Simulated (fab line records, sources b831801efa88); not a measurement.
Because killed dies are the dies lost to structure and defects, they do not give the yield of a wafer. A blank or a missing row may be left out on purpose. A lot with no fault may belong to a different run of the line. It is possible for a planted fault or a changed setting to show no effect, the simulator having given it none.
Struck lot and sound lot, side by side    flow sky130    15 out of 708 route steps
Sound: wafers L164.2, L164.3, L164.4. Struck: wafers L167.1, L167.3, L167.4. The cause is named last.
At each step with rows: each side's tool, then ch and its chambers, then its first start. Under that, the readings that differ: sound wafers    struck wafers    difference of the means    sigmas: that difference in standard deviations of wafers without a fault.
alike: words and numbers the same on both sides, and readings whose means are apart by under 2 such deviations; not compared: readings that were withheld, readings missing a value for some wafer, numbers with overlapping values and no deviation given by the record, and bounds like >300 which may hide the same value.
A row with sigmas, a row that says differs or no value, or rows on one side alone: a step with any of these is where the two part. Numbers that don't overlap but have no deviation are shown without sigmas and don't part them. A reading that every wafer of one side lacks parts them only if that side has two wafers or more.

SKY_METAL5_SPUTTER_01: material TiN, target thk 20 nm, time 16.7 s.
  sound on pvdSputter-04 at day 43 15:08; struck on pvdSputter-04 at day 44 13:43
  alike: throttleValvePct
SKY_METAL5_SPUTTER_02: material AlCu, target thk 1150 nm, time 61.2 s.
  sound on pvdSputter-04 at day 43 15:10; struck on pvdSputter-04 at day 44 13:44
  alike: throttleValvePct
SKY_METAL5_SPUTTER_03: material Ti, target thk 5 nm, time 3.3 s.
  sound on pvdSputter-04 at day 43 15:13; struck on pvdSputter-04 at day 44 13:47
  alike: throttleValvePct
SKY_METAL5_SPUTTER_04: material TiN, target thk 70 nm, time 58.3 s.
  sound on pvdSputter-04 at day 43 15:14; struck on pvdSputter-04 at day 44 13:49
  alike: throttleValvePct
SKY_METAL5_RS_MEAS_05: measures by four-point-probe.
  sound on filmMetro-01 at day 43 15:18; struck on filmMetro-03 at day 44 13:51
  alike: METAL5_ALCU_RS
SKY_METAL5_THK_MEAS_06: measures by xrf.
  sound on filmMetro-01 at day 43 15:25; struck on filmMetro-03 at day 44 13:58
  alike: METAL5_ALCU_THK
then, 6 steps without rows for these wafers: SKY_METAL5_DEHYDRATE_07 (time 60 s); SKY_METAL5_HMDS_08 (prime time 60 s); SKY_METAL5_COAT_09 (resist thk 1800 nm); SKY_METAL5_SOFTBAKE_10 (time 60 s); SKY_METAL5_EXPOSE_11 (exposes mask MM5, target cd 1600 nm); SKY_METAL5_PEB_12.
SKY_METAL5_DEVELOP_13: develop time 60 s.
  sound on lithoTrack-01 ch 0, day 44 14:01; struck on lithoTrack-01 ch 0, day 45 09:50
reading             sound              struck             difference  sigmas
developerTempC (C)  23.03 22.91 23.03  22.01 22.12 22.06  -0.93       -10
SKY_METAL5_DESCUM_14: chemistry O2, time 11 s.
  sound on rieMetal-03 ch 0,1, day 44 14:08; struck on rieMetal-01 ch 0,1, day 45 09:59
  alike: drypumpMotorCurrentA, oesProductAu
  not compared: rfHoursCounterH
SKY_PAD_OPEN_PROBE_99:
  sound on prober-02 at day 46 10:34; struck on prober-02 at day 47 04:04
  alike: defectLimitedYield, killed_at_M0_to_M3, killed_at_M4_up, killedAtContacts, killedAtFrontEnd, killedAtOther, killedDies, killedOpen, killedShort, sort_bin_3_pad_short, sort_bin_5_function, sort_bin_6_memory, sortNPass, sortYieldPct

== WHERE THEY PART ==
Only at SKY_METAL5_DEVELOP_13, as far as this record shows. Later steps at which nothing parts them and some readings are alike: SKY_METAL5_DESCUM_14, SKY_PAD_OPEN_PROBE_99.

WHY: what had been put in by the simulator
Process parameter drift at SKY_METAL5_DEVELOP_13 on lithoTrack-01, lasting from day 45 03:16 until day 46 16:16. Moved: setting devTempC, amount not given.
